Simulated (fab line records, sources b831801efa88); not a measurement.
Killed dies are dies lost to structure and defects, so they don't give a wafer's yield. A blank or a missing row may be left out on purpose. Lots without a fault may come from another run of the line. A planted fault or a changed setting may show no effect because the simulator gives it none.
A struck lot beside a sound one | flow sky130 | 43 steps out of a route of 708
Sound: wafers L313.4, L313.5, L313.6. Struck: wafers L325.2, L325.4. (L325.5 of the same lot was not struck and is left out.) The cause comes at the end.
At each step with rows: each side's tool, then ch and its chambers, then its first start. Under that, the readings that differ: sound wafers | struck wafers | difference of the means | sigmas: that difference in standard deviations of wafers without a fault.
alike: readings whose means differ by less than 2 such deviations, and words and numbers that are the same on both sides. not compared: withheld readings, readings that some wafer has no value for, bounds like >300 that may hide the same value, and numbers for which the record gives no deviation and whose values overlap.
The two part at a step that has a row with sigmas, a row that says differs or no value, or rows on one side only. Numbers that don't overlap but have no deviation are shown without sigmas and don't part them. A reading that every wafer of one side lacks parts them only if that side has two wafers or more.

first, 7 steps without rows for these wafers: SKY_CONTACT_HMDS_07 (prime time 60 s); SKY_CONTACT_COAT_08 (resist thk 60 nm); SKY_CONTACT_COAT_09 (resist thk 450 nm); SKY_CONTACT_SOFTBAKE_10 (time 90 s); SKY_CONTACT_EXPOSE_11 (exposes mask CTM1, target cd 170 nm); SKY_CONTACT_PEB_12; SKY_CONTACT_DEVELOP_13 (develop time 60 s).
SKY_CONTACT_CD_MEAS_14: target cd 170 nm.
  sound on cd_sem-02, day 32 16:11; struck on cd_sem-02, day 36 22:38
  alike: cd_nm
SKY_CONTACT_OVL_MEAS_15:
  sound on overlay-02, day 32 16:16; struck on overlay-01, day 36 22:44
  alike: CONTACT_OVL
then, 3 steps without rows for these wafers: SKY_CONTACT_ETCH_16 (etches BARC in N2/H2, stops on SiO2, time 45.9 s, target depth 60 nm); SKY_CONTACT_ETCH_17 (etches SiO2 in C4F8/O2/Ar, stops on Si3N4, target depth 340 nm); SKY_CONTACT_ETCH_18 (etches Si3N4 in CHF3/O2, stops on TiN, time 39 s, target depth 75 nm).
SKY_CONTACT_STRIP_19: strips in O2/N2.
  sound on plasma_asher-02 ch 0,1, day 32 16:27; struck on plasma_asher-03 ch 0, day 36 22:54
  alike: drypump_motor_current_A, n2_flow_sccm, oes_product_au, strip_time_to_endpoint_s
  not compared: rf_hours_counter_h
then, 3 steps without rows for these wafers: SKY_CONTACT_STRIP_20 (strips in post etch residue remover, time 1200 s); SKY_CONTACT_CLEAN_21 (cleans in IPA, time 180 s); SKY_CONTACT_CLEAN_22 (cleans in O3/DIW).
SKY_CONTACT_SPUTTER_23: material TiN, target thk 20 nm, time 80 s.
  sound on pvd_sputter-03, day 32 17:01; struck on pvd_sputter-02, day 36 23:32
  alike: throttle_valve_pct
SKY_CONTACT_CVD_24: deposits W, target thk 340 nm, time 102.12 s.
  sound on cvd_w-01 ch 1, day 32 17:11; struck on cvd_w-01 ch 1, day 36 23:35
  alike: heater_power_w, susceptor_temp_C
SKY_CONTACT_RS_MEAS_25: measures by four-point-probe.
  sound on film_metro-02, day 32 17:21; struck on film_metro-04, day 36 23:43
  alike: CONTACT_W_RS
SKY_CONTACT_THK_MEAS_26: measures by xrf.
  sound on film_metro-02, day 32 17:26; struck on film_metro-04, day 36 23:50
  alike: CONTACT_W_THK
then, 3 steps without rows for these wafers: SKY_CONTACT_CMP_27 (polishes, stops on SiO2, t overpolish 15 s, target thk 0 nm); SKY_METAL1_SPUTTER_00 (material Ti, target thk 15 nm, time 10 s); SKY_METAL1_SPUTTER_01 (material TiN, target thk 20 nm, time 16.7 s).
SKY_METAL1_SPUTTER_02: material AlCu, target thk 250 nm, time 13.3 s.
  sound on pvd_sputter-04, day 32 17:49; struck on pvd_sputter-04, day 37 00:13
  alike: throttle_valve_pct
SKY_METAL1_SPUTTER_03: material Ti, target thk 5 nm, time 3.3 s.
  sound on pvd_sputter-04, day 32 17:51; struck on pvd_sputter-04, day 37 00:15
  alike: throttle_valve_pct
SKY_METAL1_SPUTTER_04: material TiN, target thk 70 nm, time 58.3 s.
  sound on pvd_sputter-04, day 32 17:52; struck on pvd_sputter-04, day 37 00:16
  alike: throttle_valve_pct
SKY_METAL1_RS_MEAS_05: measures by four-point-probe.
  sound on film_metro-02, day 32 17:58; struck on film_metro-02, day 37 00:20
  alike: METAL1_ALCU_RS
SKY_METAL1_THK_MEAS_06: measures by xrf.
  sound on film_metro-02, day 32 18:04; struck on film_metro-02, day 37 00:27
  alike: METAL1_ALCU_THK
then, 8 steps without rows for these wafers: SKY_METAL1_DEHYDRATE_07 (time 60 s); SKY_METAL1_HMDS_08 (prime time 60 s); SKY_METAL1_COAT_09 (resist thk 60 nm); SKY_METAL1_COAT_10 (resist thk 450 nm); SKY_METAL1_SOFTBAKE_11 (time 90 s); SKY_METAL1_EXPOSE_12 (exposes mask MM1, target cd 140 nm); SKY_METAL1_PEB_13; SKY_METAL1_DEVELOP_14 (develop time 60 s).
SKY_METAL1_CD_MEAS_15: target cd 140 nm.
  sound on cd_sem-02, day 33 21:10; struck on cd_sem-02, day 38 01:41
  alike: cd_nm
SKY_METAL1_OVL_MEAS_16:
  sound on overlay-01, day 33 21:15; struck on overlay-01, day 38 01:47
  alike: METAL1_OVL
then, 4 steps without rows for these wafers: SKY_METAL1_DESCUM_17 (chemistry O2, time 8 s); SKY_METAL1_ETCH_18 (etches BARC in N2/H2, stops on SiO2, time 45.9 s, target depth 60 nm); SKY_METAL1_METAL_ETCH_19 (etches the open film in Cl2/BCl3, stops on SiO2, target depth 360 nm, time 78 s); SKY_METAL1_STRIP_20 (strips in O2/N2).
-- the record jumps here: 12 days lie between the struck wafers' starts before and after (it left off in module METAL1 and takes up again in module PAD_OPEN, whose first step shown is number 708 of the route) --
SKY_PAD_OPEN_PROBE_99:
  the record has rows for the struck wafers here (prober-02, day 49 19:43) and none for the sound ones

WHERE THEY PART
Only at SKY_PAD_OPEN_PROBE_99, within this record.

WHY: what the simulator had put in
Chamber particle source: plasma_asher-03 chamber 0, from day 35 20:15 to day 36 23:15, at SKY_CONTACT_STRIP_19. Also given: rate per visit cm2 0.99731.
